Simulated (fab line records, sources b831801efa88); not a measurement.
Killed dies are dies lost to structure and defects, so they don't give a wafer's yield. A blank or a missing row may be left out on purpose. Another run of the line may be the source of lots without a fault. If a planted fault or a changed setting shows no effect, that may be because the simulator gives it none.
fab line records    flow sky130
record lots=12  wafers=34  last_day=50
route steps=708 shown FIELD_ISO@25 NWELL@34 VT_ADJUST_HVTP@95
lots untouched by any fault: they come from a run of this same line in which no faults occurred
start_h: start of the lot's first displayed wafer, in hours after the record's first day    wait_h: hours since the lot's step before    " same as the row above    L1.1+2: several wafers, shown together as one row    - either no value or no given start    * or withheld: withheld    < > ~ a bound
route shown NAME@n: a module of which the file shows steps, and the number in the route of the first    usual: average and standard deviation across the fault-free wafers    same: alike in all rows    chamber/n: place in a boat    sites: each site's reading    _std_site: standard deviation of those values    _edge_site: mean of outer sites minus mean of inner sites    radius_mm: how far each site lies from the wafer's centre    mask NAME#n: copy n    behind: tool/chamber where the wafer was last shaped    hold: cause of the lot's hold/its duration in hours/its outcome    device: whichever transistor did not switch (one of n, p or np)    end of line: the tests these same wafers got at the end of their route    a step without rows: its recipe alone    killed: at the first sort, the dies lost to defects and structure; wafer yield is something else    map: shows each die of a wafer: x if killed, . if not, _ if none is there
set.NAME: the run value of the setting; set.NAME@STEP: its run value at that earlier step    model.NAME: the simulator's own value behind a step, which no gauge read
route steps across a sampled set of lots; one table per step, one row per wafer
services: the hour from which a tool's chamber was out of use, counted from the record's first day as start_h (under 0 if before that day), plus the number of hours and why
## steps
# step SKY_FIELD_ISO_CVD_24
# recipe material=SiO2  target_thk_nm=595  temp_c=650  sigma_open_frac=0.3  time_s=99.2  sih4_flow_sccm=60  pressure_mtorr=6
lot.wafer   tool       chamber  start_h  wait_h
L962.2+4+5  hdpcvd-02  2,0,2    34.77    0.0
L964.1+4+5  hdpcvd-01  2,1,2    41.73    0.1
L965.2+3+6  hdpcvd-02  0,2,1    45.68    0.0
L966.1+2+6  hdpcvd-01  1,2,2    53.37    0.1
L968.1+2+5  hdpcvd-01  2,1,2    64.16    0.1
L969.2+3+6  hdpcvd-02  1,0,2    69.99    0.0
L971.1+3+4  hdpcvd-02  2,0,2    75.94    0.1
L973.2+3+6  hdpcvd-02  0,1,2    89.22    0.0
L974.2+3+5  hdpcvd-02  1,0,1    94.07    0.0
L976.2+5+6  hdpcvd-02  1,2,1    105.82   0.0
L980.1+5+6  hdpcvd-02  0,1,2    123.19   0.1
L984.4      hdpcvd-02  2        145.05   0.1
# step SKY_FIELD_ISO_THK_MEAS_25
# recipe reads=SiO2_of_FIELD_ISO_CVD_24
# usual FIELD_ISO_CVD_24_THK=592/7.3
lot.wafer  tool           chamber  start_h  wait_h  hold                      FIELD_ISO_CVD_24_THK[nm]
L962.2     film_metro-02  -        34.85    0.0     -                         585
L962.4     "              -        "        "       -                         583
L962.5     "              -        "        "       -                         587
L964.1     film_metro-04  -        41.80    0.0     -                         600
L964.4     "              -        "        "       -                         591
L964.5     "              -        "        "       -                         600
L965.2     film_metro-04  -        45.76    0.0     -                         594
L965.3     "              -        "        "       -                         593
L965.6     "              -        "        "       -                         596
L966.1     film_metro-03  -        53.44    0.0     -                         601
L966.2     "              -        "        "       -                         609
L966.6     "              -        "        "       -                         606
L968.1     film_metro-02  -        64.27    0.1     -                         609
L968.2     "              -        "        "       -                         588
L968.5     "              -        "        "       -                         606
L969.2     film_metro-03  -        70.07    0.0     -                         595
L969.3     "              -        "        "       -                         600
L969.6     "              -        "        "       -                         598
L971.1     film_metro-03  -        76.02    0.0     -                         597
L971.3     "              -        "        "       -                         599
L971.4     "              -        "        "       -                         603
L973.2     film_metro-04  -        89.30    0.0     -                         589
L973.3     "              -        "        "       -                         590
L973.6     "              -        "        "       -                         595
L974.2     film_metro-04  -        94.15    0.0     -                         578
L974.3     "              -        "        "       -                         591
L974.5     "              -        "        "       -                         594
L976.2     film_metro-04  -        105.90   0.0     -                         587
L976.5     "              -        "        "       -                         600
L976.6     "              -        "        "       -                         585
L980.1     film_metro-03  -        123.26   0.0     -                         592
L980.5     "              -        "        "       -                         579
L980.6     "              -        "        "       -                         587
L984.4     film_metro-02  -        145.12   0.0     await_dispo/0.2h/release  455
L984.4     film_metro-02  -        145.35   0.2     -                         455
# step SKY_FIELD_ISO_CMP_27
# recipe stop_on=Si3N4  t_overpolish_s=16  down_force_psi=4  platen_rpm=60  target_thk_nm=457.8  pad_velocity_m_s=0.94248
# usual motor_current_A=12.2/1.2  time_to_endpoint_s=108/4.7
lot.wafer  tool    chamber  start_h  wait_h  motor_current_A  time_to_endpoint_s
L962.2     cmp-01  1        36.70    0.0     11.7             109
L962.4     "       2        "        "       12.6             114
L962.5     "       2        "        "       12.8             114
L964.1     cmp-01  0        44.07    0.0     10.9             113
L964.4     "       3        "        "       14.0             102
L964.5     "       0        "        "       11.1             115
L965.3     cmp-02  0        48.81    0.3     10.7             104
L965.2     "       1        "        "       12.7             115
L965.6     "       3        "        "       11.9             112
L966.2     cmp-02  1        55.00    0.0     12.5             114
L966.1     "       2        "        "       12.9             115
L966.6     "       2        "        "       13.4             115
L968.1     cmp-02  2        66.05    0.0     12.8             117
L968.2     "       1        "        "       13.3             111
L968.5     "       3        "        "       11.5             109
L969.3     cmp-02  1        71.89    0.3     12.3             109
L969.2     "       0        "        "       10.6             105
L969.6     "       2        "        "       12.8             113
L971.3     cmp-02  1        77.58    0.0     12.4             109
L971.4     "       2        "        "       12.5             113
L971.1     "       0        "        "       11.0             100
L973.2     cmp-02  0        90.90    0.1     10.6             100
L973.3     "       1        "        "       12.4             110
L973.6     "       3        "        "       11.6             105
L974.2     cmp-02  2        95.75    0.1     13.2             106
L974.3     "       0        "        "       11.1             97
L974.5     "       1        "        "       12.4             107
L976.2     cmp-02  0        107.45   0.0     10.3             98
L976.6     "       0        "        "       10.5             98
L976.5     "       1        "        "       12.7             113
L980.1     cmp-01  0        124.87   0.1     10.5             111
L980.5     "       3        "        "       13.8             100
L980.6     "       0        "        "       10.6             108
L984.4     cmp-01  1        152.98   0.0     11.7             82
# step SKY_NWELL_THK_MEAS_02
# recipe reads=SiO2_of_NWELL_OXIDATION_01
# usual NWELL_OXIDATION_THK=9.97/0.2
lot.wafer  tool           chamber  start_h  wait_h  NWELL_OXIDATION_THK[nm]
L962.2     film_metro-03  -        39.11    0.0     9.84
L962.4     "              -        "        "       9.82
L962.5     "              -        "        "       9.62
L964.1     film_metro-03  -        47.01    0.0     9.98
L964.4     "              -        "        "       9.88
L964.5     "              -        "        "       9.96
L965.2     film_metro-01  -        52.15    0.0     9.97
L965.3     "              -        "        "       9.86
L965.6     "              -        "        "       9.85
L966.1     film_metro-01  -        57.31    0.0     10.03
L966.2     "              -        "        "       9.95
L966.6     "              -        "        "       10.01
L968.1     film_metro-01  -        68.85    0.0     10.01
L968.2     "              -        "        "       10.17
L968.5     "              -        "        "       10.16
L969.2     film_metro-03  -        74.56    0.0     9.98
L969.3     "              -        "        "       9.88
L969.6     "              -        "        "       9.80
L971.1     film_metro-04  -        81.43    0.0     9.66
L971.3     "              -        "        "       9.93
L971.4     "              -        "        "       9.97
L973.2     film_metro-04  -        93.21    0.0     9.97
L973.3     "              -        "        "       9.98
L973.6     "              -        "        "       10.37
L974.2     film_metro-01  -        98.61    0.0     9.91
L974.3     "              -        "        "       10.04
L974.5     "              -        "        "       10.02
L976.2     film_metro-04  -        110.38   0.0     9.99
L976.5     "              -        "        "       10.06
L976.6     "              -        "        "       10.03
L980.1     film_metro-03  -        128.03   0.0     10.08
L980.5     "              -        "        "       10.24
L980.6     "              -        "        "       10.10
L984.4     film_metro-03  -        155.82   0.1     10.13
# step SKY_NWELL_OVL_MEAS_23
# usual NWELL_01_OVL=-0.5/1.4
lot.wafer  tool        chamber  start_h  wait_h  NWELL_01_OVL[nm]
L962.2     overlay-01  -        108.05   -       0.8
L962.4     "           -        "        "       -1.4
L962.5     "           -        "        "       0.4
L964.1     overlay-02  -        115.13   -       1.0
L964.4     "           -        "        "       0.2
L964.5     "           -        "        "       1.0
L965.2     overlay-02  -        122.59   -       -1.2
L965.3     "           -        "        "       -0.4
L965.6     "           -        "        "       -1.6
L966.1     overlay-02  -        129.53   -       1.7
L966.2     "           -        "        "       1.8
L966.6     "           -        "        "       0.2
L968.1     overlay-01  -        141.28   -       -0.5
L968.2     "           -        "        "       -1.7
L968.5     "           -        "        "       -1.7
L969.2     overlay-02  -        149.99   -       0.0
L969.3     "           -        "        "       1.4
L969.6     "           -        "        "       -0.4
L971.1     overlay-01  -        155.93   -       0.7
L971.3     "           -        "        "       -1.6
L971.4     "           -        "        "       -3.3
L973.2     overlay-01  -        170.25   -       -1.5
L973.3     "           -        "        "       1.2
L973.6     "           -        "        "       -0.5
L974.2     overlay-02  -        174.84   -       -2.8
L974.3     "           -        "        "       -1.8
L974.5     "           -        "        "       -1.8
L976.2     overlay-01  -        190.55   -       1.8
L976.5     "           -        "        "       -0.6
L976.6     "           -        "        "       0.0
L980.1     overlay-01  -        209.78   -       -0.3
L980.5     "           -        "        "       -0.9
L980.6     "           -        "        "       -3.2
L984.4     overlay-01  -        237.40   -       -1.7
# step SKY_VT_ADJUST_HVTP_STRIP_10
# recipe chemistry=O2/N2  power_w=1400  pressure_mtorr=1500  platen_temp_c=withheld  o2_flow_sccm=3000  n2_flow_sccm=300  overash_fraction=0.5
# usual drypump_motor_current_A=5.6/0.39  oes_product_au=0.716/0.0044  strip_time_to_endpoint_s=14.18/0.04
lot.wafer  tool             chamber  start_h  wait_h  drypump_motor_current_A  oes_product_au  rf_hours_counter_h  strip_time_to_endpoint_s
L962.2     plasma_asher-02  1        127.64   0.1     5.1                      0.719           45                  14.10
L962.4     "                1        "        "       5.1                      0.711           -                   14.14
L962.5     "                1        "        "       5.1                      0.716           -                   14.10
L964.1     plasma_asher-03  1        135.34   0.1     6.0                      0.713           33                  14.18
L964.4     "                1        "        "       6.0                      0.717           -                   14.23
L964.5     "                1        "        "       6.0                      0.718           -                   14.21
L965.2     plasma_asher-01  0        142.70   0.1     5.9                      0.723           2                   14.20
L965.3     "                1        "        "       5.3                      0.718           -                   14.19
L965.6     "                1        "        "       5.4                      0.719           -                   14.20
L966.1     plasma_asher-02  1        149.30   0.1     5.1                      0.711           47                  14.18
L966.2     "                0        "        "       5.2                      0.716           47                  14.20
L966.6     "                1        "        "       5.1                      0.716           -                   14.22
L968.1     plasma_asher-02  0        161.35   0.1     5.2                      0.709           48                  14.17
L968.2     "                1        "        "       5.2                      0.714           48                  14.23
L968.5     "                0        "        "       5.2                      0.716           -                   14.22
L969.2     plasma_asher-03  0        170.85   0.1     6.1                      0.714           36                  14.21
L969.3     "                0        "        "       6.1                      0.710           -                   14.25
L969.6     "                0        "        "       6.1                      0.711           -                   14.22
L971.1     plasma_asher-01  1        176.74   0.1     5.4                      0.712           6                   14.23
L971.3     "                1        "        "       5.4                      0.716           -                   14.25
L971.4     "                0        "        "       5.9                      0.713           -                   14.24
L973.2     plasma_asher-03  0        192.65   0.1     6.1                      0.718           38                  14.15
L973.3     "                0        "        "       6.1                      0.714           -                   14.08
L973.6     "                1        "        "       5.9                      0.718           -                   14.09
L974.2     plasma_asher-01  0        197.00   0.1     5.9                      0.721           7                   14.20
L974.3     "                1        "        "       5.4                      0.707           -                   14.15
L974.5     "                0        "        "       5.9                      0.719           -                   14.18
L976.2     plasma_asher-02  0        213.55   0.1     5.2                      0.719           54                  14.18
L976.5     "                1        "        "       5.1                      0.718           -                   14.18
L976.6     "                0        "        "       5.2                      0.716           -                   14.19
L980.1     plasma_asher-02  1        233.00   0.1     5.1                      0.713           56                  14.18
L980.5     "                1        "        "       5.1                      0.717           -                   14.19
L980.6     "                0        "        "       5.2                      0.713           -                   14.18
L984.4     plasma_asher-01  1        261.92   0.1     5.3                      0.723           -                   14.16
## services
tool             chamber  start_h  hours  kind
hdpcvd-02        -        38.04    6.0    pm
cmp-02           -        40.53    5.1    pm
cmp-01           -        47.11    5.7    pm
hdpcvd-01        0        56.62    10.6   repair
cmp-01           -        59.37    19.1   pm
hdpcvd-01        -        66.75    15.0   pm
cmp-01           -        78.44    4.0    pm
cmp-01           -        82.44    -      consumable_replace:conditioner
cmp-01           -        82.44    -      consumable_replace:pad
plasma_asher-03  -        88.32    3.0    repair
hdpcvd-01        -        107.58   41.5   repair
plasma_asher-01  -        108.75   9.0    pm
cmp-01           -        121.04   0.3    repair
cmp-02           -        124.17   0.7    repair
cmp-02           -        137.06   0.4    repair
cmp-01           -        176.69   1.0    repair
hdpcvd-02        1        180.85   11.2   repair
plasma_asher-03  -        183.27   1.4    repair
cmp-02           -        216.43   0.6    repair
cmp-02           -        232.19   4.0    pm
cmp-02           -        236.19   -      consumable_replace:conditioner
cmp-02           -        236.19   -      consumable_replace:pad
plasma_asher-02  -        256.45   8.2    repair
cmp-01           -        261.49   1.4    repair
## key
first_sign step=SKY_FIELD_ISO_THK_MEAS_25  reading=visit  direction=added
effect step=SKY_FIELD_ISO_THK_MEAS_25  reading=FIELD_ISO_CVD_24_THK  direction=down  sigmas=19  usual=592  struck=455
effect step=SKY_FIELD_ISO_CMP_27  reading=time_to_endpoint_s  direction=down  sigmas=5.6  usual=*  struck=*
met_at SKY_FIELD_ISO_CVD_24
struck_lots L984
struck_wafers L984.4
tester_left_out L984
not_acting_at SKY_NWELL_THK_MEAS_02,SKY_NWELL_OVL_MEAS_23,SKY_VT_ADJUST_HVTP_STRIP_10
onset_between 123.19 145.05
also_fits time
fault kind=process_parameter_drift  tool=hdpcvd-02  chamber=-  onset_h=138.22  steps=SKY_FIELD_ISO_CVD_24  channel=target_thk_nm  offset=-131.3  shape=step  end_h=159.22  scope=struck_wafers_only  acts_in=these_recipes_only  stated=595
# tester_left_out: of these lots the tester's yield and bins aren't shown, on N5 and GAA mostly nor the transistor test; their killed dies are dies lost to structure and defects alone, not to doping, threshold or leakage, so they don't give the yield
